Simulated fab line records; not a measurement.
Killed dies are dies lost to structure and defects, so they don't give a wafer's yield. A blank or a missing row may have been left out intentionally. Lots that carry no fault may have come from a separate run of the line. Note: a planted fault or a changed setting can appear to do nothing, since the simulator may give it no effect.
Problem report in the 8D (eight disciplines) form, filled by code / flow sfq line / the parts of the form that need people (team, actions taken, sign-off) are left out

## 1. WHAT WENT WRONG
bias w at SFQ_TRILAYER_I1_VIA_BARC_OPEN_VIA_ETCH_071 reads a mean of 92.15 W on 2 wafers of 2 lots; wafers without a fault read 80.03 W with a standard deviation of 0.25. Measured from the usual mean, that is +48 standard deviations.
The step: etches BARC in O2, target depth 125 nm, time 41.7 s.
Earliest sighting: wafer L909.5 on rie diel-03 at day 28 00:36. At this step, 42 wafers from 14 lots have a number in the record. Rule for "out" (also "out of limits"): further than 4 standard deviations from the usual mean. The rest of the wafers with a number are treated as sound.

## 2. WHAT IT IS, WHAT IT ISN'T
question=which readings at this step | is=bias w | is not=drypump motor current A, oes product au
question=which lots | is=L909, L911 | is not=L902, L903, L904, L905, L915, L916, L917, L919, L921, L922, L923, L924
question=which wafers of those lots | is=L909.5, L911.3 | is not=L909.3, L909.4, L911.4, L911.5
question=read on which tools | is=rie diel-03 | is not=rie diel-01, rie diel-02
question=when | is=from day 28 00:36 | is not=up to then (14 sound wafers); but 26 sound wafers of L911, L915, L916, L917, L919, L921, L922, L923, L924 came after

## 3. SUSPECTS, AND WHAT RULES EACH OUT
Counting: if a tool at a process step up to the reading ran every lot that is out, it stays a suspect. Sound lots after the first of them don't rule it out here, since some wafers of a struck lot are sound.
- rie diel-03 at SFQ_TRILAYER_I1_VIA_BARC_OPEN_VIA_ETCH_071 (etches BARC in O2, target depth 125 nm, time 41.7 s): kept. It processed each lot that is out (first: L909, day 28 00:36); up to then, its last sound lot is L904 (day 25 23:24). Its own bias w readings are out on those wafers.
- Within rie diel-03 at SFQ_TRILAYER_I1_VIA_BARC_OPEN_VIA_ETCH_071: the wafers that are out ran in chamber 2; their sound lot-mates ran in chambers 0, 1, 3.
After counting, what remains is rie diel-03 at SFQ_TRILAYER_I1_VIA_BARC_OPEN_VIA_ETCH_071.

## 4. THE CAUSE (what the simulator had put in)
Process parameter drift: rie diel-03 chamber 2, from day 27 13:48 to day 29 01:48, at SFQ_TRILAYER_I1_VIA_BARC_OPEN_VIA_ETCH_071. From 80, the setting bias w moved by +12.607. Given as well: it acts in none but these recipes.
Counting left only this tool.

## 5. THE EFFECT CHAIN, in route order
Each row: a reading whose mean over the struck wafers that have a number lies more than 3 standard deviations from the usual. Only readings for which the record gives a usual standard deviation are gone through. hours: the time from each lot's start at the first step in this table that gives one to its start at this step, as a median over the lots. sigmas: the change in usual standard deviations.
hours=0; step=SFQ_TRILAYER_I1_VIA_BARC_OPEN_VIA_ETCH_071; reading=bias w; usual=80.03 W; on struck wafers=92.15; change=+12.12; sigmas=+48
It contains these process steps:
- SFQ_TRILAYER_I1_VIA_BARC_OPEN_VIA_ETCH_071: etches BARC in O2, target depth 125 nm, time 41.7 s.

## 6. WHAT WOULD HAVE CAUGHT IT SOONER
First out-of-limits reading in this record: day 28 00:36, which is 11 hours after fault onset at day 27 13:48.
